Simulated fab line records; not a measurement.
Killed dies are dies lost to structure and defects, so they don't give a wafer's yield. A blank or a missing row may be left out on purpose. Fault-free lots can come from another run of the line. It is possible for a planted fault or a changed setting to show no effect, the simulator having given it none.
fab line records	flow gf180mcu
[record] lots = 12	wafers = 36	last_day = 34
route steps=602 shown M1@321 V1@359 M2@364 V2@385
lots that met no fault: taken from a fault-free run of the same line
start_h: start of the lot's first displayed wafer, in hours after the record's first day	wait_h: hours from the lot's prior step to this one	" repeats the value in the row above	L1.1+2: a row that stands for several wafers	- value missing, or start not given	* or withheld: withheld	< > ~ a bound
route shown NAME@n: NAME is a module with steps in the file, n the number in the route of the first one	usual: mean/standard deviation taken from wafers without a fault	same: alike in all rows	chamber/n: place in a boat	sites: the reading at each site	_std_site: the standard deviation of these	_edge_site: inner sites' mean taken away from outer sites' mean	radius_mm: for every site, how far away it sits from the centre of the wafer	mask NAME#n: copy n	behind: the last tool/chamber to shape the wafer	hold: why the lot went on hold/how many hours it stayed there/how the hold came to an end	device: which transistor (n, p or np) failed to switch	end of line: the same wafers' tests at the end of the route	where a step has no rows: the recipe by itself	killed: not the wafer's yield, but the dies lost to structure and defects at the first sort	map: the dies of a wafer, with x for killed, . for not killed, _ for no die there
set.NAME: the setting the step ran with; set.NAME@STEP: the setting that earlier step ran with	model.NAME: the simulator's own value behind a step, which no gauge read
route steps across a sampled set of lots; one table per step, one row per wafer
services: from which hour (start_h, from the record's first day; less than 0 if before it) a tool's chamber was out of use, for how many hours, and why
[[steps]]
[step GF_M1_THK_MEAS_06]
[recipe] thk_meas_gauge = xrf	reads = AlCu_of_M1_SPUTTER_02
[usual] M1_ALCU_THK = 458/5
lot.wafer	tool	chamber	start_h	wait_h	M1_ALCU_THK[nm]
L235.1	film_metro-02	-	363.51	0.1	450
L235.2	"	-	"	"	457
L235.3	"	-	"	"	453
L236.1	film_metro-03	-	368.71	0.1	461
L236.2	"	-	"	"	459
L236.4	"	-	"	"	454
L238.1	film_metro-02	-	384.81	0.1	444
L238.3	"	-	"	"	449
L238.6	"	-	"	"	451
L239.2	film_metro-03	-	399.26	0.1	456
L239.5	"	-	"	"	458
L239.6	"	-	"	"	460
L240.1	film_metro-02	-	410.42	0.1	465
L240.3	"	-	"	"	459
L240.6	"	-	"	"	466
L242.2	film_metro-03	-	431.41	0.1	464
L242.3	"	-	"	"	461
L242.6	"	-	"	"	465
L245.2	film_metro-03	-	459.65	0.1	462
L245.3	"	-	"	"	460
L245.5	"	-	"	"	458
L246.1	film_metro-01	-	465.54	0.1	454
L246.2	"	-	"	"	455
L246.5	"	-	"	"	458
L253.2	film_metro-01	-	525.06	0.1	459
L253.3	"	-	"	"	455
L253.6	"	-	"	"	456
L254.3	film_metro-01	-	530.41	0.1	457
L254.4	"	-	"	"	460
L254.5	"	-	"	"	461
L256.1	film_metro-02	-	541.45	0.1	451
L256.2	"	-	"	"	454
L256.3	"	-	"	"	453
L257.1	film_metro-01	-	548.01	0.1	465
L257.4	"	-	"	"	468
L257.6	"	-	"	"	461
[step GF_V1_RS_MEAS_24]
[recipe] thk_meas_gauge = four-point-probe	reads = W_of_V1_CVD_23+TiN_of_V1_SPUTTER_22+Ti_of_V1_SPUTTER_21
[usual] V1_W_RS = 0.329/0.0034
lot.wafer	tool	chamber	start_h	wait_h	V1_W_RS[ohm/sq]
L235.1	film_metro-02	-	411.30	0.1	0.326
L235.2	"	-	"	"	0.333
L235.3	"	-	"	"	0.323
L236.1	film_metro-01	-	417.20	0.1	0.328
L236.2	"	-	"	"	0.321
L236.4	"	-	"	"	0.326
L238.1	film_metro-04	-	435.30	0.1	0.326
L238.3	"	-	"	"	0.323
L238.6	"	-	"	"	0.328
L239.2	film_metro-02	-	449.61	0.1	0.331
L239.5	"	-	"	"	0.328
L239.6	"	-	"	"	0.332
L240.1	film_metro-02	-	462.05	0.1	0.333
L240.3	"	-	"	"	0.330
L240.6	"	-	"	"	0.327
L242.2	film_metro-04	-	481.47	0.1	0.333
L242.3	"	-	"	"	0.335
L242.6	"	-	"	"	0.336
L245.2	film_metro-04	-	509.12	0.1	0.325
L245.3	"	-	"	"	0.326
L245.5	"	-	"	"	0.322
L246.1	film_metro-02	-	515.79	0.1	0.321
L246.2	"	-	"	"	0.332
L246.5	"	-	"	"	0.330
L253.2	film_metro-04	-	571.98	0.2	0.333
L253.3	"	-	"	"	0.333
L253.6	"	-	"	"	0.325
L254.3	film_metro-04	-	577.54	0.1	0.331
L254.4	"	-	"	"	0.329
L254.5	"	-	"	"	0.336
L256.1	film_metro-04	-	587.24	0.1	0.326
L256.2	"	-	"	"	0.324
L256.3	"	-	"	"	0.323
L257.1	film_metro-02	-	593.78	0.1	0.328
L257.4	"	-	"	"	0.328
L257.6	"	-	"	"	0.328
[step GF_M2_SPUTTER_02]
[recipe] material = AlCu	target_thk_nm = 450	power_w = 10600	time_s = 23.9	chamber_pressure_pa = 0.4
[usual] throttle_valve_pct = 29.7/0.7
lot.wafer	tool	chamber	start_h	wait_h	throttle_valve_pct
L235.1	pvd_sputter-02	-	411.91	0.0	29.1
L235.2	"	-	"	"	30.8
L235.3	"	-	"	"	30.3
L236.1	pvd_sputter-01	-	417.81	0.0	29.5
L236.2	"	-	"	"	29.0
L236.4	"	-	"	"	29.3
L238.1	pvd_sputter-02	-	435.91	0.0	28.8
L238.3	"	-	"	"	31.1
L238.6	"	-	"	"	30.3
L239.2	pvd_sputter-03	-	450.20	0.0	29.2
L239.5	"	-	"	"	29.3
L239.6	"	-	"	"	29.8
L240.1	pvd_sputter-01	-	462.66	0.0	30.8
L240.3	"	-	"	"	29.3
L240.6	"	-	"	"	29.2
L242.2	pvd_sputter-03	-	482.06	0.0	29.9
L242.3	"	-	"	"	30.7
L242.6	"	-	"	"	29.7
L245.2	pvd_sputter-03	-	509.71	0.0	29.4
L245.3	"	-	"	"	30.0
L245.5	"	-	"	"	29.4
L246.1	pvd_sputter-01	-	516.40	0.0	28.8
L246.2	"	-	"	"	29.2
L246.5	"	-	"	"	29.6
L253.2	pvd_sputter-02	-	572.57	0.0	31.0
L253.3	"	-	"	"	28.4
L253.6	"	-	"	"	29.1
L254.3	pvd_sputter-02	-	578.11	0.0	28.6
L254.4	"	-	"	"	29.1
L254.5	"	-	"	"	30.6
L256.1	pvd_sputter-03	-	587.86	0.0	29.8
L256.2	"	-	"	"	30.5
L256.3	"	-	"	"	29.1
L257.1	pvd_sputter-03	-	594.39	0.0	29.6
L257.4	"	-	"	"	29.7
L257.6	"	-	"	"	29.2
[step GF_M2_RS_MEAS_05]
[recipe] thk_meas_gauge = four-point-probe	reads = TiN_of_M2_SPUTTER_04+Ti_of_M2_SPUTTER_03+AlCu_of_M2_SPUTTER_02+TiN_of_M2_SPUTTER_01+Ti_of_M2_SPUTTER_00
[usual] M2_ALCU_RS = 0.0698/0.00069
lot.wafer	tool	chamber	start_h	wait_h	M2_ALCU_RS[ohm/sq]
L235.1	film_metro-02	-	412.00	0.0	0.0714
L235.2	"	-	"	"	0.0715
L235.3	"	-	"	"	0.0717
L236.1	film_metro-03	-	417.90	0.0	0.0695
L236.2	"	-	"	"	0.0695
L236.4	"	-	"	"	0.0692
L238.1	film_metro-03	-	436.00	0.0	0.0704
L238.3	"	-	"	"	0.0710
L238.6	"	-	"	"	0.0701
L239.2	film_metro-04	-	450.31	0.0	0.0704
L239.5	"	-	"	"	0.0706
L239.6	"	-	"	"	0.0695
L240.1	film_metro-02	-	462.75	0.0	0.0693
L240.3	"	-	"	"	0.0682
L240.6	"	-	"	"	0.0686
L242.2	film_metro-04	-	482.17	0.0	0.0692
L242.3	"	-	"	"	0.0685
L242.6	"	-	"	"	0.0691
L245.2	film_metro-03	-	509.82	0.0	0.0706
L245.3	"	-	"	"	0.0696
L245.5	"	-	"	"	0.0698
L246.1	film_metro-03	-	516.49	0.0	0.0691
L246.2	"	-	"	"	0.0700
L246.5	"	-	"	"	0.0701
L253.2	film_metro-04	-	572.68	0.0	0.0700
L253.3	"	-	"	"	0.0706
L253.6	"	-	"	"	0.0869
L254.3	film_metro-04	-	578.24	0.1	0.0683
L254.4	"	-	"	"	0.0850
L254.5	"	-	"	"	0.0689
L256.1	film_metro-04	-	587.95	0.0	0.0696
L256.2	"	-	"	"	0.0704
L256.3	"	-	"	"	0.0700
L257.1	film_metro-03	-	594.48	0.0	0.0706
L257.4	"	-	"	"	0.0706
L257.6	"	-	"	"	0.0709
[step GF_M2_THK_MEAS_06]
[recipe] thk_meas_gauge = xrf	reads = AlCu_of_M2_SPUTTER_02
[usual] M2_ALCU_THK = 457/4.9
lot.wafer	tool	chamber	start_h	wait_h	M2_ALCU_THK[nm]
L235.1	film_metro-02	-	412.12	0.1	446
L235.2	"	-	"	"	443
L235.3	"	-	"	"	442
L236.1	film_metro-03	-	418.02	0.1	465
L236.2	"	-	"	"	463
L236.4	"	-	"	"	462
L238.1	film_metro-03	-	436.12	0.1	454
L238.3	"	-	"	"	453
L238.6	"	-	"	"	456
L239.2	film_metro-04	-	450.42	0.1	452
L239.5	"	-	"	"	446
L239.6	"	-	"	"	458
L240.1	film_metro-02	-	462.87	0.1	455
L240.3	"	-	"	"	464
L240.6	"	-	"	"	460
L242.2	film_metro-04	-	482.28	0.1	459
L242.3	"	-	"	"	466
L242.6	"	-	"	"	464
L245.2	film_metro-03	-	509.93	0.1	455
L245.3	"	-	"	"	461
L245.5	"	-	"	"	461
L246.1	film_metro-03	-	516.61	0.1	465
L246.2	"	-	"	"	459
L246.5	"	-	"	"	460
L253.2	film_metro-04	-	572.79	0.1	451
L253.3	"	-	"	"	450
L253.6	"	-	"	"	367
L254.3	film_metro-04	-	578.34	0.1	467
L254.4	"	-	"	"	376
L254.5	"	-	"	"	463
L256.1	film_metro-04	-	588.07	0.1	458
L256.2	"	-	"	"	454
L256.3	"	-	"	"	454
L257.1	film_metro-03	-	594.60	0.1	457
L257.4	"	-	"	"	458
L257.6	"	-	"	"	454
[step GF_V2_THK_MEAS_03]
[recipe] reads = SiO2_of_V2_CVD_02
[usual] V2_CVD_02_THK = 851/11
lot.wafer	tool	chamber	start_h	wait_h	V2_CVD_02_THK[nm]
L235.1	film_metro-03	-	436.54	0.0	842
L235.2	"	-	"	"	841
L235.3	"	-	"	"	845
L236.1	film_metro-04	-	443.82	0.0	826
L236.2	"	-	"	"	836
L236.4	"	-	"	"	843
L238.1	film_metro-04	-	461.58	0.0	840
L238.3	"	-	"	"	841
L238.6	"	-	"	"	867
L239.2	film_metro-03	-	474.50	0.0	847
L239.5	"	-	"	"	850
L239.6	"	-	"	"	853
L240.1	film_metro-01	-	487.47	0.0	843
L240.3	"	-	"	"	840
L240.6	"	-	"	"	861
L242.2	film_metro-03	-	507.10	0.0	838
L242.3	"	-	"	"	827
L242.6	"	-	"	"	847
L245.2	film_metro-01	-	533.40	0.0	835
L245.3	"	-	"	"	836
L245.5	"	-	"	"	848
L246.1	film_metro-03	-	540.94	0.0	837
L246.2	"	-	"	"	837
L246.5	"	-	"	"	842
L253.2	film_metro-03	-	594.94	0.0	857
L253.3	"	-	"	"	851
L253.6	"	-	"	"	864
L254.3	film_metro-03	-	600.11	0.1	844
L254.4	"	-	"	"	850
L254.5	"	-	"	"	871
L256.1	film_metro-03	-	609.73	0.0	830
L256.2	"	-	"	"	849
L256.3	"	-	"	"	857
L257.1	film_metro-04	-	616.86	0.0	846
L257.4	"	-	"	"	873
L257.6	"	-	"	"	853
[[services]]
tool	chamber	start_h	hours	kind
pvd_sputter-03	2	392.10	-	consumable_replace:kit
pvd_sputter-03	2	392.10	18.0	scheduled_down
pvd_sputter-03	2	392.10	18.0	vent_cycle
pvd_sputter-02	-	480.43	8.2	repair
pvd_sputter-02	2	525.29	-	consumable_replace:kit
pvd_sputter-02	2	525.29	18.0	scheduled_down
pvd_sputter-02	2	525.29	18.0	vent_cycle
pvd_sputter-01	2	563.40	-	consumable_replace:kit
pvd_sputter-01	2	563.40	18.0	scheduled_down
pvd_sputter-01	2	563.40	18.0	vent_cycle
pvd_sputter-03	1	583.68	-	consumable_replace:kit
pvd_sputter-03	1	583.68	18.0	scheduled_down
pvd_sputter-03	1	583.68	18.0	vent_cycle
pvd_sputter-01	-	588.96	2.7	repair
[[key]]
[first_sign] step = GF_M2_RS_MEAS_05	reading = M2_ALCU_RS	direction = up	sigmas = 23	usual = 0.0698	struck = 0.0859
[effect] step = GF_M2_THK_MEAS_06	reading = M2_ALCU_THK	direction = down	sigmas = 18	usual = 457	struck = 372
met_at GF_M2_SPUTTER_02
struck_lots L253,L254
struck_wafers L253.6,L254.4
not_acting_at GF_M1_THK_MEAS_06,GF_V1_RS_MEAS_24,GF_V2_THK_MEAS_03
onset_between 411.91 572.57
[fault] kind = process_parameter_drift	tool = pvd_sputter-02	chamber = -	onset_h = 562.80	steps = GF_M2_SPUTTER_02	channel = target_thk_nm	offset = -85.422	shape = step	end_h = 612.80	acts_in = these_recipes_only	stated = 450	scope = struck_wafers_only
